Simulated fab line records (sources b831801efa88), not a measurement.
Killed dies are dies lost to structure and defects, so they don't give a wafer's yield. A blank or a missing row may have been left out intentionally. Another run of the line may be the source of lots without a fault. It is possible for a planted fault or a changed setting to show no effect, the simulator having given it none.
Which tool was responsible? | flow gf180mcu | at 1 step of a route of 602, 14 lots with 42 wafers sampled

## WHAT THE GAUGES READ, wafer by wafer
GF_DUAL_GATE_THK_MEAS_03. Usual: for DUAL_GATE_OXIDATION_00_THK the level is 10.92 nm and the standard deviation is 0.19.
lot  | measured     | on            | DUAL_GATE_OXIDATION_00_THK (nm) | flag
L316 | day 7 16:54  | film metro-02 | 11.39 11.30 11.27               |
L317 | day 8 03:05  | film metro-02 | 11.03 11.05 10.95               |
L319 | day 8 14:37  | film metro-02 | 10.88 10.92 10.85               |
L320 | day 8 21:16  | film metro-01 | 10.82 11.12 10.94               |
L321 | day 9 05:58  | film metro-02 | 10.68 10.55 10.42               |
L322 | day 9 12:07  | film metro-02 | 10.80 11.12 10.76               |
L324 | day 10 00:14 | film metro-04 | 10.99 10.76 11.04               |
L325 | day 10 06:51 | film metro-01 | 11.11 11.09 11.13               |
L326 | day 10 10:26 | film metro-02 | 10.57 10.77 10.68               |
L327 | day 10 23:34 | film metro-04 | 10.95 10.90 11.11               |
L328 | day 11 05:31 | film metro-04 | 10.84 10.87 10.93               |
L329 | day 11 10:42 | film metro-02 | 11.03 11.13 11.11               |
L337 | day 13 23:00 | film metro-02 | 10.81 10.88 10.83               |
L338 | day 14 07:10 | film metro-01 | 11.15 10.95 11.29               |

## TOOL THAT RAN EACH LOT (tool first, then ch and the chambers of the sampled wafers, then the start)
There is no process step in the record ahead of these readings.

## AS READ BY THE TOOLS THEMSELVES (means over the sampled wafers that have a number; for cases with no such wafer, the mark the record gives instead)
The record holds no such reading with a usual standard deviation.

## THE ANSWER, worked out from the rows above alone
Rule: a lot counts as off when the mean over its wafers that have a number is more than 3 standard deviations away from the usual mean. Also off: a lot with no number at a reading for which 4 or more lots have one. All remaining lots with rows at the step are treated as sound. After the gauges, taken in route order, come the tools' own readings; for these a lot's mean is taken, as printed above. The first step at which some lot is off is used, and at that step the reading that is off furthest; a lot without a number counts as furthest.
No lot is off at any reading shown: from this, nothing can be told.

## WHAT THE SIMULATOR HAD PUT IN
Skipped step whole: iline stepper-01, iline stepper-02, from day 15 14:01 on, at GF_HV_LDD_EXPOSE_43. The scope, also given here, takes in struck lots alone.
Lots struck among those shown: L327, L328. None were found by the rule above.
